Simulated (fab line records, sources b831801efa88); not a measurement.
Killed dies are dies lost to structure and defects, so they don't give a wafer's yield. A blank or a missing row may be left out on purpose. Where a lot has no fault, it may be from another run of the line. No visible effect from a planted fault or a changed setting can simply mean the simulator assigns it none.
Which of the tools did it? ; flow gf180mcu ; 36 wafers from 12 lots sampled at 6 of the route's 602 steps

## WHAT THE GAUGES READ, wafer by wafer
GF_STI_CD_MEAS_12: target cd 220 nm.
lot;measured;on;cd nm (nm)
L913;day 2 00:49;cd sem-01;217.6 219.8 219.5
L917;day 2 21:11;cd sem-01;218.9 219.3 218.9
L918;day 3 02:34;cd sem-01;219.3 219.5 219.8
L920;day 3 17:11;cd sem-01;221.1 220.7 221.5
L921;day 3 18:48;cd sem-02;222.3 220.9 222.5
L922;day 3 23:23;cd sem-02;222.0 222.5 221.1
L923;day 4 04:35;cd sem-01;220.2 220.6 221.9
L924;day 4 11:11;cd sem-02;221.3 221.2 222.5
L926;day 4 20:59;cd sem-02;218.4 219.3 218.0
L931;day 5 23:58;cd sem-02;220.1 221.2 221.1
L932;day 6 08:17;cd sem-02;218.4 218.0 218.4
L936;day 6 22:49;cd sem-02;219.2 219.8 220.1

GF_MVSD_TW_MEAS_11.
lot;measured;on;MVSD_TW
L913;day 4 09:50;film metro-02;1572 1569 1578
L917;day 5 08:46;film metro-02;1572 1566 1569
L918;day 5 13:47;film metro-03;1587 1584 1585
L920;day 6 08:10;film metro-02;1578 1559 1572
L921;day 6 05:35;film metro-03;1572 1575 1579
L922;day 6 13:52;film metro-04;1581 1595 1584
L923;day 7 07:52;film metro-02;1575 1576 1579
L924;day 7 18:07;film metro-04;1587 1590 1588
L926;day 7 18:43;film metro-04;1589 1598 1594
L931;day 8 20:01;film metro-04;1670 1677 1674
L932;day 9 08:31;film metro-04;1670 1672 1679
L936;day 10 00:41;film metro-03;1590 1598 1594

GF_VT_IMPLANT_OVL_MEAS_29.
lot;measured;on;VT_IMPLANT_02_OVL (nm)
L913;day 6 16:29;overlay-02;-0.3 -0.4 -0.7
L917;day 7 19:50;overlay-02;-2.6 -1.9 -0.8
L918;day 8 00:08;overlay-02;-0.4 -0.1 -1.3
L920;day 8 23:37;overlay-01;0.0 2.5 2.2
L921;day 8 21:14;overlay-01;0.5 -1.2 -0.7
L922;day 9 06:25;overlay-02;-0.4 0.2 0.1
L923;day 10 03:02;overlay-01;1.0 -0.1 1.2
L924;day 10 13:26;overlay-01;-0.6 -0.9 -2.1
L926;day 10 15:40;overlay-01;-1.2 0.6 -0.9
L931;day 11 20:28;overlay-02;0.5 -0.3 -0.7
L932;day 12 08:31;overlay-01;1.8 1.6 1.3
L936;day 13 03:08;overlay-02;0.4 -0.2 -0.1

GF_VT_IMPLANT_RS_MEAS_46: measures by four-point-probe.
lot;measured;on;MVSD_RS (ohm/sq)
L913;day 7 08:14;film metro-03;454.2 456.0 454.6
L917;day 8 12:19;film metro-04;453.5 452.6 453.2
L918;day 8 17:13;film metro-04;453.9 454.4 454.4
L920;day 9 17:26;film metro-03;453.1 453.3 454.8
L921;day 9 15:26;film metro-02;455.4 456.8 455.9
L922;day 10 00:23;film metro-02;454.5 453.5 454.5
L923;day 10 20:58;film metro-04;455.2 455.6 455.7
L924;day 11 08:16;film metro-04;455.1 454.9 455.4
L926;day 11 10:43;film metro-02;453.6 453.7 453.4
L931;day 12 15:55;film metro-03;414.3 414.8 413.7
L932;day 13 04:52;film metro-03;412.3 412.2 412.0
L936;day 13 23:45;film metro-02;453.8 453.3 452.5

## EACH LOT AND THE TOOL THAT RAN IT (in order: tool; ch and the chambers of the sampled wafers; start)
lot;GF_MVSD_IMPLANT_08;GF_MVSD_STRIP_10
L913;implanter-04 ch 0, day 4 09:26;plasma asher-02 ch 0,1, day 4 09:43
L917;implanter-04 ch 0, day 5 08:22;plasma asher-04 ch 0,1, day 5 08:40
L918;implanter-01 ch 0, day 5 13:25;plasma asher-03 ch 0,1, day 5 13:41
L920;implanter-04 ch 0, day 6 07:47;plasma asher-02 ch 0,1, day 6 08:04
L921;implanter-01 ch 0, day 6 05:12;plasma asher-04 ch 0,1, day 6 05:28
L922;implanter-01 ch 0, day 6 13:28;plasma asher-04 ch 1, day 6 13:46
L923;implanter-03 ch 0, day 7 07:28;plasma asher-02 ch 0,1, day 7 07:46
L924;implanter-04 ch 0, day 7 17:43;plasma asher-02 ch 0,1, day 7 18:01
L926;implanter-01 ch 0, day 7 18:19;plasma asher-03 ch 0,1, day 7 18:37
L931;implanter-04 ch 0, day 8 19:37;plasma asher-02 ch 0,1, day 8 19:55
L932;implanter-04 ch 0, day 9 08:07;plasma asher-03 ch 0,1, day 9 08:25
L936;implanter-01 ch 0, day 10 00:19;plasma asher-04 ch 0,1, day 10 00:35
- GF_MVSD_IMPLANT_08
- GF_MVSD_STRIP_10: strips in O2/N2.

## AS READ BY THE TOOLS THEMSELVES (means over the sampled wafers that have a number; for cases with no such wafer, the mark the record gives instead)
GF_MVSD_IMPLANT_08.
lot;tool;dose ions cm2;faraday current uA;tilt deg (degrees)
L913;implanter-04;1.6e+13;90.4;0.030
L917;implanter-04;1.6e+13;90.2;0.016
L918;implanter-01;1.6e+13;90.5;-0.000
L920;implanter-04;1.6e+13;91.0;0.029
L921;implanter-01;1.6e+13;91.2;0.012
L922;implanter-01;1.6e+13;90.8;-0.023
L923;implanter-03;1.6e+13;91.2;-0.022
L924;implanter-04;1.6e+13;89.6;-0.019
L926;implanter-01;1.6e+13;88.5;-0.001
L931;implanter-04;1.9e+13;108.1;-0.009
L932;implanter-04;1.9e+13;109.2;-0.009
L936;implanter-01;1.6e+13;91.3;-0.001

GF_MVSD_STRIP_10.
lot;tool;drypump motor current A (A);heater power w (W);oes product au (a.u.);strip time to endpoint s (s)
L913;plasma asher-02;5.6;338;0.722;36.94
L917;plasma asher-04;5.4;328;0.723;37.04
L918;plasma asher-03;5.9;297;0.723;37.04
L920;plasma asher-02;5.6;348;0.722;37.04
L921;plasma asher-04;5.5;323;0.726;36.98
L922;plasma asher-04;5.7;321;0.721;36.88
L923;plasma asher-02;5.7;338;0.721;37.06
L924;plasma asher-02;5.6;342;0.724;36.96
L926;plasma asher-03;5.9;297;0.720;36.98
L931;plasma asher-02;5.6;345;0.722;37.07
L932;plasma asher-03;5.9;298;0.723;36.96
L936;plasma asher-04;5.6;323;0.725;36.93

## THE ANSWER, worked out from the rows above alone
Rule: the usual values come from the lots themselves. The widest of any qualifying gaps counts: lots, ordered by their means at a reading, are off when they make up no more than a third of the lots, leave a main group of 4 or more, and stand apart from it by 3 or more times the standard deviation of that group's means. A main group is skipped when, at the precision printed for the reading in the tables above, its means are all equal. Also off: a lot with no number at a reading for which 4 or more lots have one. Where the step has rows for the other lots, those lots are counted as sound. Order of review: gauges by route order, followed by the tools' own readings, for which a lot's mean as printed above is used. At the first step where some lot is off, the reading lying furthest off is the one used; lots without a number count as furthest.
Off: at GF_MVSD_TW_MEAS_11 (MVSD_TW), L931, L932. The main group has a mean of 1581 with a standard deviation of 9.1.
A tool fits if, at a process step before that reading, it ran every lot that is off, and no sound lot after the first of them. The gauges at GF_MVSD_TW_MEAS_11 aren't tried: what is off there is off at GF_VT_IMPLANT_RS_MEAS_46 too, on other tools, and a gauge's error can't cause that. One fits: GF_MVSD_IMPLANT_08 on implanter-04. Its last sound lot is L924 (day 7 17:43), its first lot that is off L931 (day 8 19:37): a fault that began between those two fits.
The tool's own readings at GF_MVSD_IMPLANT_08 bear it out: on the lots that are off they differ by more than 5 times the standard deviation of the sound lots' means. dose ions cm2 reads 1.9e+13 there against 1.6e+13 on the sound lots; faraday current uA reads 108.7 there against 90.5 on the sound lots.

## WHAT WAS PUT IN BY THE SIMULATOR
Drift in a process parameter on implanter-04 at GF_MVSD_IMPLANT_08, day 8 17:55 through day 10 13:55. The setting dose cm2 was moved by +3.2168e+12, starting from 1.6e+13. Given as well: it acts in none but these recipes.
Shown lots that were struck: L931, L932. Same finding as the rule above.
